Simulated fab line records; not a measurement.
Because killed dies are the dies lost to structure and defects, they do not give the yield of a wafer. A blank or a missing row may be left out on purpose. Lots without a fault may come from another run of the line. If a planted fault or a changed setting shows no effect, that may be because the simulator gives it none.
8D (eight disciplines) problem report, filled in by code -- flow sky130 -- the parts of the form that need people (team, actions taken, sign-off) are left out

## 1. THE PROBLEM
Mean VIA2_W_RS at SKY_VIA2_RS_MEAS_22: 0.184 ohm/sq over 3 wafers in 2 lots; fault-free wafers: 0.273 ohm/sq, standard deviation 0.0033. Relative to the usual mean, that is a shift of -27 standard deviations.
The step: measures by four-point-probe.
Seen first at day 42 20:50 on filmMetro-04, wafer L556.2. Wafers with a number at this step in the record: 30, from 10 lots. The rule behind "out" and "out of limits": a value lying over 4 standard deviations away from the usual mean. Any other wafer with a number is counted as sound.

## 2. WHAT IT IS AND WHAT IT IS NOT
question,is,is not
which readings at this step,VIA2_W_RS,-
which lots,"L556, L557","L535, L536, L538, L544, L545, L552, L555, L558"
which wafers of those lots,"L556.2, L556.5, L557.5","L556.6, L557.1, L557.3"
read on which gauges,filmMetro-04,"filmMetro-01, filmMetro-03"
when,from day 42 20:50,"up to then (19 sound wafers); but 8 sound wafers of L555, L557, L558 came after"

## 3. WHAT RULES OUT EACH SUSPECT
Counting: if a tool at a process step up to the reading ran every lot that is out, it stays a suspect. Sound lots after the first of them don't rule it out here, since some wafers of a struck lot are sound.
- the gauge at SKY_VIA2_RS_MEAS_22 has been ruled out. All the wafers that are out were read on filmMetro-04, but those of them that SKY_VIA2_CMP_24 has rows for are out there too, on other tools.
- cvdW-01 at SKY_VIA2_CVD_21 (deposits W, target thk 420 nm, time 126.4 s): kept. Ran every lot that is out, first one L556 (day 42 20:41); last sound lot up to then L552 (day 41 05:52).
- At SKY_VIA2_CVD_21 on cvdW-01, chamber 1 took the sound wafers of the same lots and chamber 0 took the wafers that are out.
After counting, what remains is cvdW-01 at SKY_VIA2_CVD_21.

## 4. THE CAUSE (what the simulator had put in)
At SKY_VIA2_CVD_21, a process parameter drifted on cvdW-01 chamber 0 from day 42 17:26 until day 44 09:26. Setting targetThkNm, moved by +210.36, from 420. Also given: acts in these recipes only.
After counting, this tool was the only one left.

## 5. THE EFFECT CHAIN, in route order
Each row: a reading whose mean over the struck wafers that have a number lies more than 3 standard deviations from the usual. Scope: only readings with a usual standard deviation given in the record; hours: median across lots of the time from each lot's start at the first step in this table that gives one to its start at this step; sigmas: change in usual standard deviations.
hours,step,reading,usual,on struck wafers,change,sigmas
0,SKY_VIA2_RS_MEAS_22,VIA2_W_RS,0.273 ohm/sq,0.184,-0.089,-27
0,SKY_VIA2_CMP_24,timeToEndpointS,102 s,147,+45,+7.6
Its process steps:
- SKY_VIA2_CMP_24: polishes, stops on SiO2, t overpolish 20 s, target thk 0 nm.
Readings that are blank on the struck wafers while sound wafers have them: VIA2_W_THK at SKY_VIA2_THK_MEAS_23.
Later measuring or inspecting steps at which every struck wafer that the step has a row for has a number for every such reading, and none has moved that far: SKY_CAPM_RS_MEAS_03.

## 6. WHAT WOULD HAVE CAUGHT IT SOONER
In this record the first reading out of limits at a measuring or inspecting step was taken at day 42 20:50, 3 hours after the fault began at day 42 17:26.
No tool reading at SKY_VIA2_CVD_21 that has a usual standard deviation in the record was out on any struck wafer, so an alarm limit of 4 standard deviations on those readings would not have fired.
Lots out: 2; of these, L557 started SKY_VIA2_CVD_21 on cvdW-01 after day 42 20:50. It would have been spared by a hold on the tool at that moment.
